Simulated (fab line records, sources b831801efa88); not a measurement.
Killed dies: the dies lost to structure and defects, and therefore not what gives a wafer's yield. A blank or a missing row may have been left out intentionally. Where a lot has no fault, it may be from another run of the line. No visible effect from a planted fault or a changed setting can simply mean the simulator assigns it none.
Check for tools in common    flow sky130    11 lots and 33 wafers in the sample

## THE REASON FOR OPENING IT
SKY_VIA1_THK_MEAS_01, reading VIA1_HDPCVD_THK: flagged on 2 of 11 lots. No-fault wafers: 1036 nm, standard deviation 14.
Rule: a lot is flagged in two cases, either no wafer of it has a number, or all its wafers with numbers fall more than 4 standard deviations from that mean. The other lots count as sound.

lot   measured      on             VIA1_HDPCVD_THK (nm), wafer by wafer  flag
L110  day 32 21:46  film_metro-03  1002 1019 1041                        
L116  day 35 03:02  film_metro-02  1019 1037 1024                        
L117  day 35 09:40  film_metro-01  1008 1037 1028                        
L118  day 35 21:22  film_metro-02  1014 1020 1044                        
L120  day 36 06:46  film_metro-03  926 906 921                           FLAGGED
L121  day 36 15:52  film_metro-01  908 929 909                           FLAGGED
L127  day 38 23:18  film_metro-02  1037 1039 1047                        
L128  day 39 04:19  film_metro-03  1034 1041 1043                        
L129  day 39 07:05  film_metro-02  1030 1045 1018                        
L132  day 39 21:08  film_metro-02  1057 1039 1041                        
L131  day 39 23:34  film_metro-01  1042 1027 1035                        
Average over the flagged lots: 916 nm; offset from the usual -120 nm, equal to -9 standard deviations.

## WHICH TOOL EACH LOT WENT THROUGH
Before the reading, the record contains 3 process steps out of a 708-step route. In each cell: the tool, then ch and the chambers that the sampled wafers went through, then the start.
lot   flag     SKY_CONTACT_CVD_00               SKY_CONTACT_CVD_24             SKY_VIA1_HDPCVD_00
L110           pecvd-04 ch 0,1, day 30 11:20    cvd_w-02 ch 0,1, day 31 16:46  hdpcvd-02 ch 0,1,2, day 32 21:38
L116           pecvd-01 ch 1,2, day 32 19:43    cvd_w-01 ch 0,1, day 33 23:35  hdpcvd-02 ch 0,1,2, day 35 02:55
L117           pecvd-02 ch 0,1,2, day 33 01:56  cvd_w-01 ch 0,1, day 34 05:32  hdpcvd-02 ch 0,1,2, day 35 09:34
L118           pecvd-04 ch 0,1,2, day 33 13:13  cvd_w-01 ch 0,1, day 34 16:56  hdpcvd-01 ch 0,1,2, day 35 21:16
L120  FLAGGED  pecvd-01 ch 0,1,2, day 33 23:23  cvd_w-01 ch 0,1, day 35 02:34  hdpcvd-02 ch 0,1, day 36 06:38
L121  FLAGGED  pecvd-02 ch 0,1, day 34 07:29    cvd_w-01 ch 0,1, day 35 11:56  hdpcvd-02 ch 0,1,2, day 36 15:45
L127           pecvd-02 ch 0,1,2, day 36 16:08  cvd_w-02 ch 1, day 37 19:41    hdpcvd-01 ch 0,1, day 38 23:11
L128           pecvd-04 ch 0,2, day 36 20:52    cvd_w-02 ch 0,1, day 38 00:49  hdpcvd-01 ch 1,2, day 39 04:11
L129           pecvd-01 ch 0,1, day 37 00:40    cvd_w-01 ch 0,1, day 38 04:02  hdpcvd-02 ch 0,1,2, day 39 06:58
L132           pecvd-01 ch 1,2, day 37 16:07    cvd_w-01 ch 0,1, day 38 18:13  hdpcvd-01 ch 0,1,2, day 39 21:01
L131           pecvd-02 ch 0,1,2, day 37 18:10  cvd_w-01 ch 0,1, day 38 20:55  hdpcvd-01 ch 0,1, day 39 23:28
What the steps here do:
- SKY_CONTACT_CVD_00: deposits Si3N4, target thk 75 nm.
- SKY_CONTACT_CVD_24: deposits W, target thk 340 nm, time 102.12 s.
- SKY_VIA1_HDPCVD_00: deposits SiO2, target thk 1030 nm, time 171.7 s.
- SKY_VIA1_THK_MEAS_01

## FLAGGED OVER TOTAL, TOOL BY TOOL (the gauges that took the reading come last)
step                  tool           lots run  flagged  share of the flagged lots  sound lots run after its first flagged lot
SKY_CONTACT_CVD_00    pecvd-01       4         1        some                       2 (L129,L132)
SKY_CONTACT_CVD_00    pecvd-02       4         1        some                       2 (L127,L131)
SKY_CONTACT_CVD_00    pecvd-04       3         0        none                       -
SKY_CONTACT_CVD_24    cvd_w-01       8         2        all                        3 (L129,L132,L131)
SKY_CONTACT_CVD_24    cvd_w-02       3         0        none                       -
SKY_VIA1_HDPCVD_00    hdpcvd-01      5         0        none                       -
SKY_VIA1_HDPCVD_00    hdpcvd-02      6         2        all                        1 (L129)
SKY_VIA1_THK_MEAS_01  film_metro-01  3         1        some                       1 (L131)
SKY_VIA1_THK_MEAS_01  film_metro-02  5         0        none                       -
SKY_VIA1_THK_MEAS_01  film_metro-03  3         1        some                       1 (L128)

## WHAT IS ALLOWED BY THE TABLE
Rows of the table that ran all the flagged lots, 2 in number: cvd_w-01 at SKY_CONTACT_CVD_24; hdpcvd-02 at SKY_VIA1_HDPCVD_00.
- cvd_w-01 at SKY_CONTACT_CVD_24: 2 of its 8 lots flagged. Sound lots ran on it after the first flagged one (L129, L132, L131), which a lasting fault on the whole tool wouldn't allow.
- hdpcvd-02 at SKY_VIA1_HDPCVD_00: 2 of its 6 lots flagged. Sound lots ran on it after the first flagged one (L129), which a lasting fault on the whole tool wouldn't allow. Its own readings (run_length_s) fall more than 4 standard deviations out on all wafers of the flagged lots.
Not one row of the table ran every flagged lot while running no sound lot after the first.

## WHAT THE SIMULATOR HAD PUT IN
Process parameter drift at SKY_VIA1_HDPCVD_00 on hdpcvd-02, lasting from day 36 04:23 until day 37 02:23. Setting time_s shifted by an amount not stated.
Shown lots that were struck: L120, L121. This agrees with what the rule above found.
